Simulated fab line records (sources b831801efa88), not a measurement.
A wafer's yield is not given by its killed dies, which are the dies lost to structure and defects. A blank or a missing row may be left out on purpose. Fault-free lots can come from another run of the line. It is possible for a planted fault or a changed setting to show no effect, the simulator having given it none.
A struck lot beside a sound one	flow sky130	36 steps out of a route of 708
Sound: wafers L101.2, L101.5, L101.6. Struck: wafers L111.2, L111.3, L111.4. At the end, the cause is stated.
At each step with rows: each side's tool, then ch and its chambers, then its first start. Under that, the readings that differ: sound wafers	struck wafers	difference of the means	sigmas: that difference in standard deviations of wafers without a fault.
alike: readings with means less than 2 such deviations apart, plus words and numbers identical on both sides. not compared: withheld readings, readings lacking a value on some wafer, bounds such as >300 that could conceal the same value, and numbers that have no deviation in the record and whose values overlap.
Wherever a step has rows on one side only, a row that says differs or no value, or a row with sigmas, the two part there. Non-overlapping numbers with no deviation appear without sigmas and do not part them. A reading that every wafer of one side lacks parts them only if that side has two wafers or more.

first, 9 steps without rows for these wafers: SKY_CAPM_SPUTTER_02 (material TiN, target thk 200 nm, time 166.7 s); SKY_CAPM_DEHYDRATE_05 (time 60 s); SKY_CAPM_HMDS_06 (prime time 60 s); SKY_CAPM_COAT_07 (resist thk 1140 nm); SKY_CAPM_SOFTBAKE_08 (time 60 s); SKY_CAPM_EXPOSE_09 (exposes mask CAPM, target cd 1000 nm); SKY_CAPM_PEB_10; SKY_CAPM_DEVELOP_11 (develop time 60 s); SKY_CAPM_METAL_ETCH_13 (etches TiN in Cl2/BCl3, stops on SiO2, target depth 220 nm, time 62.9 s).
SKY_CAPM_STRIP_14: strips in O2/N2.
  sound on plasma_asher-03 ch 0,1, day 40 02:49; struck on plasma_asher-03 ch 0,1, day 43 09:16
  alike: drypump_motor_current_A, oes_product_au, strip_time_to_endpoint_s
  not compared: rf_hours_counter_h
then, 25 steps without rows for these wafers: SKY_CAPM_STRIP_15 (strips in post etch residue remover, time 1200 s); SKY_CAPM_CLEAN_16 (cleans in IPA, time 180 s); SKY_CAPM_CLEAN_17 (cleans in O3/DIW); SKY_METAL3_DEHYDRATE_05 (time 60 s); SKY_METAL3_HMDS_06 (prime time 60 s); SKY_METAL3_COAT_07 (resist thk 60 nm); SKY_METAL3_COAT_08 (resist thk 1140 nm); SKY_METAL3_SOFTBAKE_09 (time 90 s); SKY_METAL3_EXPOSE_10 (exposes mask MM3, target cd 300 nm); SKY_METAL3_PEB_11; SKY_METAL3_DEVELOP_12 (develop time 58.83 s); SKY_METAL3_DESCUM_15 (chemistry O2, time 8 s); SKY_METAL3_ETCH_16 (etches BARC in N2/H2, stops on SiO2, time 88.2 s, target depth 60 nm); SKY_METAL3_ETCH_17 (etches SiO2 in C4F8/O2/Ar, stops on TiN, time 3.9 s, target depth 15 nm); SKY_METAL3_METAL_ETCH_18 (etches the open film in Cl2/BCl3, stops on SiO2, target depth 845 nm, time 183.1 s); SKY_METAL3_STRIP_19 (strips in O2/N2); SKY_METAL3_STRIP_20 (strips in post etch residue remover, time 1200 s); SKY_METAL3_CLEAN_21 (cleans in IPA, time 180 s); SKY_METAL3_CLEAN_22 (cleans in O3/DIW); SKY_VIA3_HDPCVD_00 (deposits SiO2, target thk 1635 nm, time 272.5 s); SKY_VIA3_CMP_02 (polishes SiO2); SKY_VIA3_DEHYDRATE_04 (time 60 s); SKY_VIA3_HMDS_05 (prime time 60 s); SKY_VIA3_COAT_06 (resist thk 60 nm); SKY_VIA3_COAT_07 (resist thk 450 nm).
-- the record jumps here: 7 days lie between the struck wafers' starts before and after (it left off in module VIA3 and takes up again in module PAD_OPEN, whose first step shown is number 708 of the route) --
SKY_PAD_OPEN_PROBE_99:
  sound: prober-01 at day 48 01:10; struck: prober-02 at day 50 11:25
reading	sound	struck	difference	sigmas
hold	- - -	await_dispo/4.1h/release await_dispo/4.1h/release await_dispo/4.1h/release	no value on the sound wafers	
defect_limited_yield (%)	82.9 84.1 85.2	70.9 73.4 72.8	-11.7	-6
killed_at_M4_up	4 0 0	7 5 5	+4	+2
killed_at_other	1 0 0	55 51 44	+50	+78
killed_dies	84 78 73	143 131 134	+58	+6
sort_bin_3_pad_short (%)	0.4 1.0 0.8	3.0 2.6 3.3	+2.2	+6
sort_bin_5_function (%)	11.8 8.3 7.9	18.5 16.7 17.9	+8.4	+6
sort_n_pass	408 414 419	349 361 358	-58	-6
sort_yield_pct (%)	82.9 84.1 85.2	70.9 73.4 72.8	-11.7	-6
model.etest.tester.sort_n_pass	408 414 419	349 361 358	-58	
model.etest.tester.sort_yield_pct (%)	82.93 84.15 85.16	70.94 73.37 72.76	-11.72	
model.etest.tester.sort_bin_5_pct (%)	11.79 8.333 7.927	18.5 16.67 17.89	+8.3	
model.etest.tester.sort_bin_3_pct (%)	0.4065 1.016 0.813	3.049 2.642 3.252	+2.236	
  alike: killed_at_M0_to_M3, killed_at_contacts, killed_at_front_end, killed_open, killed_short, sort_bin_6_memory

WHERE THEY PART
SKY_PAD_OPEN_PROBE_99 only, going by this record.

WHY: the cause the simulator had injected
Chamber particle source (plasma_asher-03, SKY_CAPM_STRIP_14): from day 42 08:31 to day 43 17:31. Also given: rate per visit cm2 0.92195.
